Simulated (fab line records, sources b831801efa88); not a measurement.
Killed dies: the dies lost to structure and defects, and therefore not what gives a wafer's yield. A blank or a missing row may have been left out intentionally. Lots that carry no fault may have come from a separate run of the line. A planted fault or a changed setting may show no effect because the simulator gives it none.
2 desks, one fault :: flow gf180mcu :: only its own numbers are on each desk; what lay behind them is given at the end

== METROLOGY DESK ==
What the gauges read, lot by lot, whatever tool the lot ran on: means of the sampled wafers that have a number. Any lot whose mean is over 4 standard deviations away from the usual mean is out of limits and marked OUT; that distance is given in the brackets.
Columns: A = M5_OVL at GF_M5_OVL_MEAS_08, usual -2 nm; B = V5_W_RS at GF_V5_RS_MEAS_24, usual 0.326 ohm/sq
lot: L553
first seen here: day 26 01:43
A: -0
B: 0.322

lot: L554
first seen here: day 26 11:40
A: -5
B: 0.328

lot: L555
first seen here: day 27 03:29
A: -5
B: 0.323

lot: L556
first seen here: day 27 13:34
A: 4
B: 0.326

lot: L557
first seen here: day 27 14:22
A: 1
B: 0.330

lot: L559
first seen here: day 28 06:54
A: -3
B: 0.322

lot: L558
first seen here: day 28 09:09
A: 0
B: 0.330

lot: L560
first seen here: day 28 18:58
A: -6
B: 0.330

lot: L562
first seen here: day 29 00:05
A: -9
B: 0.331

lot: L564
first seen here: day 29 15:37
A: -2
B: 0.329

lot: L566
first seen here: day 30 06:14
A: 4
B: 0.325

lot: L573
first seen here: day 32 00:22
A: -6
B: 0.325

lot: L575
first seen here: day 32 15:52
A: 1
B: 0.325
Result from this desk: across the 13 lots, nothing is out of limits.

== TOOL OWNER'S DESK, pvd_sputter-01 ==
The tool's own readings at GF_TOP_METAL_SPUTTER_03 (material Ti, target thk 5 nm, time 3.3 s): means of the sampled wafers that have a number, for each lot that ran on this tool. Any lot whose mean is over 4 standard deviations away from the usual mean is out of limits and marked OUT; that distance is given in the brackets.
Columns: A = substrate_temp_c at GF_TOP_METAL_SPUTTER_03, usual 300.00 C; B = throttle_valve_pct at GF_TOP_METAL_SPUTTER_03, usual 29.9 %
lot: L555
first seen here: day 28 02:38
A: 300.04
B: 28.9

lot: L557
first seen here: day 28 12:49
A: 300.18
B: 29.7

lot: L560
first seen here: day 29 16:28
A: 299.85
B: 29.5

lot: L562
first seen here: day 29 21:47
A: 300.00
B: 29.5

lot: L564
first seen here: day 30 14:00
A: 300.05
B: 29.5

lot: L566
first seen here: day 31 02:40
A: 300.16
B: 29.0
Result from this desk: across the 6 lots, nothing is out of limits.

== PUT TOGETHER ==
Nothing out of limits was seen by the metrology desk.
The tool owner's desk saw nothing out of limits.

== WHAT THE SIMULATOR PUT IN ==
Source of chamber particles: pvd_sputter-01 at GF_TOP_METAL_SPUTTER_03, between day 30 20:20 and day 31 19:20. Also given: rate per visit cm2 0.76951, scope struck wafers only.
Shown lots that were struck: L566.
